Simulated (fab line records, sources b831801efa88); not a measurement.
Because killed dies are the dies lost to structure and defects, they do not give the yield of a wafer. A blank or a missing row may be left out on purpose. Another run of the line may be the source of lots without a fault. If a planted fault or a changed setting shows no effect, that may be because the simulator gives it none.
Chamber matching / flow sky130 / SKY_LI_CONTACT_CMP_24 on cmp-01: 4 sister chambers
The step polishes, stops on PSG, t overpolish 20 s, target thk 0 nm. 18 wafers are shown with their chamber, then 9 later ones without.

WAFERS, EACH WITH ITS CHAMBER
wafer=L481.2; chamber=2; motor_current_A (A)=9.7; slurry_filter_dp_kPa (kPa)=13.76; overpolish_run_s (s)=19.990
wafer=L481.3; chamber=3; motor_current_A (A)=9.5; slurry_filter_dp_kPa (kPa)=13.60; overpolish_run_s (s)=19.997
wafer=L481.6; chamber=2; motor_current_A (A)=9.9; slurry_filter_dp_kPa (kPa)=13.41; overpolish_run_s (s)=19.990
wafer=L482.1; chamber=2; motor_current_A (A)=9.8; slurry_filter_dp_kPa (kPa)=13.46; overpolish_run_s (s)=20.013
wafer=L482.5; chamber=1; motor_current_A (A)=10.2; slurry_filter_dp_kPa (kPa)=13.56; overpolish_run_s (s)=19.998
wafer=L482.6; chamber=0; motor_current_A (A)=12.8; slurry_filter_dp_kPa (kPa)=13.44; overpolish_run_s (s)=19.992
wafer=L483.1; chamber=2; motor_current_A (A)=9.8; slurry_filter_dp_kPa (kPa)=13.54; overpolish_run_s (s)=20.003
wafer=L483.4; chamber=0; motor_current_A (A)=13.4; slurry_filter_dp_kPa (kPa)=13.49; overpolish_run_s (s)=19.987
wafer=L483.5; chamber=3; motor_current_A (A)=9.4; slurry_filter_dp_kPa (kPa)=13.79; overpolish_run_s (s)=20.015
wafer=L488.2; chamber=1; motor_current_A (A)=10.1; slurry_filter_dp_kPa (kPa)=13.60; overpolish_run_s (s)=19.993
wafer=L488.4; chamber=3; motor_current_A (A)=9.5; slurry_filter_dp_kPa (kPa)=13.68; overpolish_run_s (s)=19.991
wafer=L488.5; chamber=3; motor_current_A (A)=9.6; slurry_filter_dp_kPa (kPa)=13.54; overpolish_run_s (s)=19.995
wafer=L490.3; chamber=3; motor_current_A (A)=9.2; slurry_filter_dp_kPa (kPa)=13.52; overpolish_run_s (s)=19.993
wafer=L490.4; chamber=0; motor_current_A (A)=12.9; slurry_filter_dp_kPa (kPa)=13.36; overpolish_run_s (s)=19.984
wafer=L490.6; chamber=1; motor_current_A (A)=10.2; slurry_filter_dp_kPa (kPa)=13.57; overpolish_run_s (s)=19.992
wafer=L489.1; chamber=2; motor_current_A (A)=9.8; slurry_filter_dp_kPa (kPa)=13.51; overpolish_run_s (s)=20.011
wafer=L489.2; chamber=1; motor_current_A (A)=10.4; slurry_filter_dp_kPa (kPa)=13.60; overpolish_run_s (s)=19.986
wafer=L489.5; chamber=3; motor_current_A (A)=10.0; slurry_filter_dp_kPa (kPa)=13.61; overpolish_run_s (s)=19.993

SIGNATURES (means of the wafers above)
reading=motor_current_A; chamber 0=13.033; chamber 1=10.225; chamber 2=9.800; chamber 3=9.533; scatter within a chamber=0.212
reading=slurry_filter_dp_kPa; chamber 0=13.4300; chamber 1=13.5825; chamber 2=13.5360; chamber 3=13.6233; scatter within a chamber=0.097
reading=overpolish_run_s; chamber 0=19.98767; chamber 1=19.99225; chamber 2=20.00140; chamber 3=19.99733; scatter within a chamber=0.00841
Rule: for each reading, subtract the chamber's mean from the wafer's reading, divide by that reading's scatter and square the result; add these up over the readings and take the root, which gives the wafer's distance from the chamber. If the next closest chamber is less than 2 further off than the closest, the wafer can't be placed; otherwise it belongs to the closest. The scatter: take each reading less its chamber's mean, square it, sum over the shown wafers, divide by the number of wafers less the number of chambers, and take the root.

WAFERS MISSING THEIR CHAMBER
wafer=L492.2; motor_current_A (A)=9.5; slurry_filter_dp_kPa (kPa)=13.39; overpolish_run_s (s)=20.003
wafer=L492.4; motor_current_A (A)=9.4; slurry_filter_dp_kPa (kPa)=13.30; overpolish_run_s (s)=19.990
wafer=L492.6; motor_current_A (A)=10.4; slurry_filter_dp_kPa (kPa)=13.44; overpolish_run_s (s)=20.007
wafer=L493.3; motor_current_A (A)=9.9; slurry_filter_dp_kPa (kPa)=13.72; overpolish_run_s (s)=20.006
wafer=L493.4; motor_current_A (A)=9.0; slurry_filter_dp_kPa (kPa)=13.43; overpolish_run_s (s)=20.006
wafer=L493.6; motor_current_A (A)=10.4; slurry_filter_dp_kPa (kPa)=13.54; overpolish_run_s (s)=20.003
wafer=L494.3; motor_current_A (A)=9.9; slurry_filter_dp_kPa (kPa)=13.47; overpolish_run_s (s)=19.986
wafer=L495.2; motor_current_A (A)=9.4; slurry_filter_dp_kPa (kPa)=13.51; overpolish_run_s (s)=19.999
wafer=L495.3; motor_current_A (A)=9.6; slurry_filter_dp_kPa (kPa)=13.53; overpolish_run_s (s)=19.992

CHAMBER TAKEN BY EACH
wafer=L492.2; from the rows above=can't be placed: 2 or 3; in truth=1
wafer=L492.4; from the rows above=can't be placed: 2 or 3 or 1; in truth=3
wafer=L492.6; from the rows above=can't be placed: 1 or 2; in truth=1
wafer=L493.3; from the rows above=can't be placed: 2 or 3 or 1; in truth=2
wafer=L493.4; from the rows above=can't be placed: 3 or 2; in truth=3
wafer=L493.6; from the rows above=can't be placed: 1 or 2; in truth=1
wafer=L494.3; from the rows above=can't be placed: 2 or 1 or 3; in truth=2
wafer=L495.2; from the rows above=can't be placed: 3 or 2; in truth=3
wafer=L495.3; from the rows above=can't be placed: 3 or 2 or 1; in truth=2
Placed correctly: 0 of 9. Not placeable from these rows: 9 (in 8, the candidates include the true chamber). Placed wrongly: 0.
